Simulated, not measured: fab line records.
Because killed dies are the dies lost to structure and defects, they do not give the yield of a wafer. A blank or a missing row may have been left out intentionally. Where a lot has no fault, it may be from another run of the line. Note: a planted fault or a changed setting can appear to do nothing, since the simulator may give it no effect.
What tool caused it? | flow gf180mcu | 13 lots, 39 wafers sampled, at 4 steps of a route of 602

WHAT EACH GAUGE READ, for each wafer
GF_M3_CD_MEAS_14: target cd 280 nm.
lot  | measured     | on        | cd nm (nm)
L443 | day 21 04:25 | cd sem-01 | 282.2 281.5 280.8
L445 | day 22 00:45 | cd sem-02 | 282.1 281.1 280.8
L447 | day 22 14:43 | cd sem-02 | 278.5 278.5 277.4
L448 | day 23 04:40 | cd sem-02 | 279.1 280.6 280.2
L450 | day 24 00:07 | cd sem-01 | 280.0 279.5 281.1
L453 | day 25 04:15 | cd sem-01 | 279.3 280.8 281.2
L454 | day 25 08:10 | cd sem-01 | 278.8 278.8 278.1
L458 | day 26 17:50 | cd sem-01 | 279.9 278.7 279.2
L459 | day 27 03:55 | cd sem-01 | 281.0 281.4 281.8
L461 | day 27 13:58 | cd sem-02 | 280.2 279.2 279.2
L463 | day 28 03:22 | cd sem-02 | 279.5 280.4 280.2
L464 | day 28 11:10 | cd sem-01 | 279.2 279.0 280.7
L466 | day 28 17:17 | cd sem-02 | 279.8 279.4 279.6

GF_M3_OVL_MEAS_15.
lot  | measured     | on         | M3_OVL (nm)
L443 | day 21 04:32 | overlay-02 | 4 1 -3
L445 | day 22 00:50 | overlay-01 | -4 -1 1
L447 | day 22 14:49 | overlay-01 | -5 -7 -11
L448 | day 23 04:45 | overlay-02 | -1 0 1
L450 | day 24 00:14 | overlay-01 | 2 9 3
L453 | day 25 04:22 | overlay-02 | -16 -10 2
L454 | day 25 08:17 | overlay-02 | -2 -2 -2
L458 | day 26 17:55 | overlay-01 | -8 -2 -12
L459 | day 27 04:02 | overlay-02 | -1 -5 4
L461 | day 27 14:05 | overlay-01 | -6 1 -2
L463 | day 28 03:29 | overlay-01 | 40 44 42
L464 | day 28 11:17 | overlay-01 | -11 0 -17
L466 | day 28 17:22 | overlay-01 | 40 45 44

WHAT TOOL EACH LOT RAN ON (gives the tool, then ch and the chambers of the sampled wafers, and finally the start)
lot  | GF_M3_SPUTTER_01             | GF_M3_EXPOSE_11
L443 | pvd sputter-03, day 20 04:50 | krf scanner-02 ch 0, day 20 16:28
L445 | pvd sputter-03, day 21 01:32 | krf scanner-01 ch 0, day 21 13:44
L447 | pvd sputter-03, day 21 15:22 | krf scanner-02 ch 0, day 22 02:58
L448 | pvd sputter-01, day 22 05:23 | krf scanner-01 ch 0, day 22 17:16
L450 | pvd sputter-04, day 23 01:19 | krf scanner-01 ch 0, day 23 12:58
L453 | pvd sputter-03, day 24 06:42 | krf scanner-02 ch 0, day 24 18:02
L454 | pvd sputter-04, day 24 10:26 | krf scanner-01 ch 0, day 24 21:58
L458 | pvd sputter-04, day 25 21:41 | krf scanner-02 ch 0, day 26 07:59
L459 | pvd sputter-01, day 26 07:41 | krf scanner-01 ch 0, day 26 18:07
L461 | pvd sputter-04, day 26 17:34 | krf scanner-01 ch 0, day 27 04:05
L463 | pvd sputter-04, day 27 06:58 | krf scanner-01 ch 0, day 27 17:44
L464 | pvd sputter-04, day 27 15:23 | krf scanner-02 ch 0, day 28 01:28
L466 | pvd sputter-01, day 27 21:35 | krf scanner-01 ch 0, day 28 07:48
- GF_M3_SPUTTER_01: material TiN, target thk 30 nm, time 25 s.
- GF_M3_EXPOSE_11: exposes mask Metal3, target cd 280 nm.

WHAT THE TOOLS THEMSELVES READ (means of the sampled wafers that have a number; where no wafer has one, the mark that the record gives instead)
GF_M3_SPUTTER_01.
lot  | tool           | throttle valve pct (%)
L443 | pvd sputter-03 | 30.0
L445 | pvd sputter-03 | 29.6
L447 | pvd sputter-03 | 30.2
L448 | pvd sputter-01 | 28.3
L450 | pvd sputter-04 | 30.5
L453 | pvd sputter-03 | 30.1
L454 | pvd sputter-04 | 29.2
L458 | pvd sputter-04 | 29.2
L459 | pvd sputter-01 | 29.0
L461 | pvd sputter-04 | 29.5
L463 | pvd sputter-04 | 30.1
L464 | pvd sputter-04 | 29.3
L466 | pvd sputter-01 | 28.2

THE ANSWER, worked out from the rows above alone
Rule: the lots themselves supply what counts as usual. The widest of any qualifying gaps counts: lots, ordered by their means at a reading, are off when they make up no more than a third of the lots, leave a main group of 4 or more, and stand apart from it by 3 or more times the standard deviation of that group's means. The tables above print the reading to a certain number of digits; a main group whose means all agree to those digits is not used. A lot without any number at a reading at which 4 lots or more have one is off too. Any other lot the step has rows for is counted as sound. After the gauges, taken in route order, come the tools' own readings; for these a lot's mean is taken, as printed above. At the first step where some lot is off, the reading lying furthest off is the one used; lots without a number count as furthest.
Off: at GF_M3_OVL_MEAS_15 (M3_OVL), L463, L466. Main group: mean -3 nm, sd 4.2.
If a tool, at a process step before that reading, ran all the lots that are off and no sound lot after the first of them, it fits. Those tools and the gauges at GF_M3_OVL_MEAS_15 are tried in the same way. One fits: GF_M3_EXPOSE_11 on krf scanner-01. A fault onset in the window from L461 (day 27 04:05, its last sound lot) to L463 (day 27 17:44, its first lot off) fits.

WHAT THE SIMULATOR PUT IN
Scanner matching overlay: krf scanner-01, from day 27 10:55 on, at GF_M3_EXPOSE_11. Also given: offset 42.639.
Shown lots that were struck: L463, L466. The rule above reached the same finding.
